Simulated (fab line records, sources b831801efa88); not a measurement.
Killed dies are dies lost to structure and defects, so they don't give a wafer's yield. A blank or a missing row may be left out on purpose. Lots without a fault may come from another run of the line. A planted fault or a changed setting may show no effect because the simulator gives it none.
A struck lot beside a sound one | flow sky130 | 22 steps out of a route of 708
Sound: wafers L761.1, L761.2, L761.6. Struck: wafers L773.1, L773.5, L773.6. The cause comes at the end.
At each step with rows: each side's tool, then ch and its chambers, then its first start. Under that, the readings that differ: sound wafers | struck wafers | difference of the means | sigmas: that difference in standard deviations of wafers without a fault.
alike: readings whose means differ by less than 2 such deviations, and words and numbers that are the same on both sides. not compared: withheld readings, readings that some wafer has no value for, bounds like >300 that may hide the same value, and numbers for which the record gives no deviation and whose values overlap.
The two part at a step that has a row with sigmas, a row that says differs or no value, or rows on one side only. Numbers that don't overlap but have no deviation are shown without sigmas and don't part them. A reading that every wafer of one side lacks parts them only if that side has two wafers or more.

first, 5 steps without rows for these wafers: SKY_VT_ADJUST_HVTP_COAT_02 (resist thk 1140 nm); SKY_VT_ADJUST_HVTP_SOFTBAKE_03 (time 60 s); SKY_VT_ADJUST_HVTP_EXPOSE_04 (exposes mask HVTPM, target cd 380 nm); SKY_VT_ADJUST_HVTP_PEB_05; SKY_VT_ADJUST_HVTP_DEVELOP_06 (develop time 60 s).
SKY_VT_ADJUST_HVTP_CD_MEAS_07: target cd 380 nm.
  sound on cd_sem-01, day 8 07:37; struck on cd_sem-02, day 11 06:01
  alike: cd_nm
SKY_VT_ADJUST_HVTP_OVL_MEAS_08:
  sound on overlay-02, day 8 07:44; struck on overlay-02, day 11 06:08
  alike: VT_ADJUST_HVTP_OVL
then, 1 step without rows for these wafers: SKY_VT_ADJUST_HVTP_IMPLANT_09.
SKY_VT_ADJUST_HVTP_STRIP_10: strips in O2/N2.
  sound on plasma_asher-03 ch 0,1, day 8 07:55; struck on plasma_asher-02 ch 0,1, day 11 06:19
  alike: drypump_motor_current_A, oes_product_au, strip_time_to_endpoint_s
  not compared: rf_hours_counter_h
SKY_VT_ADJUST_HVTP_TW_MEAS_11:
  sound on film_metro-03, day 8 08:01; struck on film_metro-03, day 11 06:25
  alike: VT_ADJUST_HVTP_TW
then, 2 steps without rows for these wafers: SKY_VT_ADJUST_LVTN_DEHYDRATE_00 (time 60 s); SKY_VT_ADJUST_LVTN_HMDS_01 (prime time 60 s).
SKY_VT_ADJUST_LVTN_COAT_02: resist thk 3000 nm.
  sound on litho_track-03 ch 0, day 8 17:37; struck on litho_track-01 ch 0, day 11 18:26
  reading                                          | sound          | struck         | difference | sigmas
  model.coat_of_VT_ADJUST_LVTN_COAT_02.thk_nm (nm) | 2994 2994 2993 | 2892 2887 2884 | -106       |
then, 3 steps without rows for these wafers: SKY_VT_ADJUST_LVTN_SOFTBAKE_03; SKY_VT_ADJUST_LVTN_EXPOSE_04 (exposes mask NWM COMPLEMENT LESS NATIVE, target cd 840 nm); SKY_VT_ADJUST_LVTN_PEB_05.
SKY_VT_ADJUST_LVTN_DEVELOP_06: develop time 60 s.
  sound on litho_track-01 ch 0; struck on litho_track-02 ch 0
  reading                                          | sound          | struck         | difference | sigmas
  model.coat_of_VT_ADJUST_LVTN_COAT_02.thk_nm (nm) | 2990 2990 2989 | 2888 2883 2880 | -106       |
SKY_VT_ADJUST_LVTN_OVL_MEAS_07:
  sound on overlay-02, day 9 04:56; struck on overlay-01, day 12 05:43
  alike: VT_ADJUST_LVTN_OVL
then, 1 step without rows for these wafers: SKY_VT_ADJUST_LVTN_IMPLANT_08.
SKY_VT_ADJUST_LVTN_STRIP_09: strips in O2/N2.
  sound on plasma_asher-04 ch 0,1, day 9 05:07; struck on plasma_asher-01 ch 0,1, day 12 05:55
  reading                      | sound             | struck            | difference | sigmas
  strip_time_to_endpoint_s (s) | 36.84 36.84 36.83 | 35.66 35.62 35.61 | -1.21      | -11
  alike: drypump_motor_current_A, oes_product_au
  not compared: rf_hours_counter_h
SKY_VT_ADJUST_LVTN_TW_MEAS_10:
  sound on film_metro-03, day 9 05:13; struck on film_metro-04, day 12 06:07
  alike: VT_ADJUST_LVTN_TW
-- the record jumps here: 38 days lie between the struck wafers' starts before and after (it left off in module VT_ADJUST_LVTN and takes up again in module PAD_OPEN, whose first step shown is number 708 of the route) --
SKY_PAD_OPEN_PROBE_99:
  sound on prober-02, day 48 06:22; struck on prober-02, day 50 09:55
  alike: killed_at_M0_to_M3, killed_at_M4_up, killed_at_contacts, killed_at_front_end, killed_at_other, killed_dies, killed_open, killed_short

WHERE THEY PART
Only at SKY_VT_ADJUST_LVTN_STRIP_09, within this record. Later steps at which nothing parts them and some readings are alike: SKY_VT_ADJUST_LVTN_TW_MEAS_10, SKY_PAD_OPEN_PROBE_99.

WHY: what the simulator had put in
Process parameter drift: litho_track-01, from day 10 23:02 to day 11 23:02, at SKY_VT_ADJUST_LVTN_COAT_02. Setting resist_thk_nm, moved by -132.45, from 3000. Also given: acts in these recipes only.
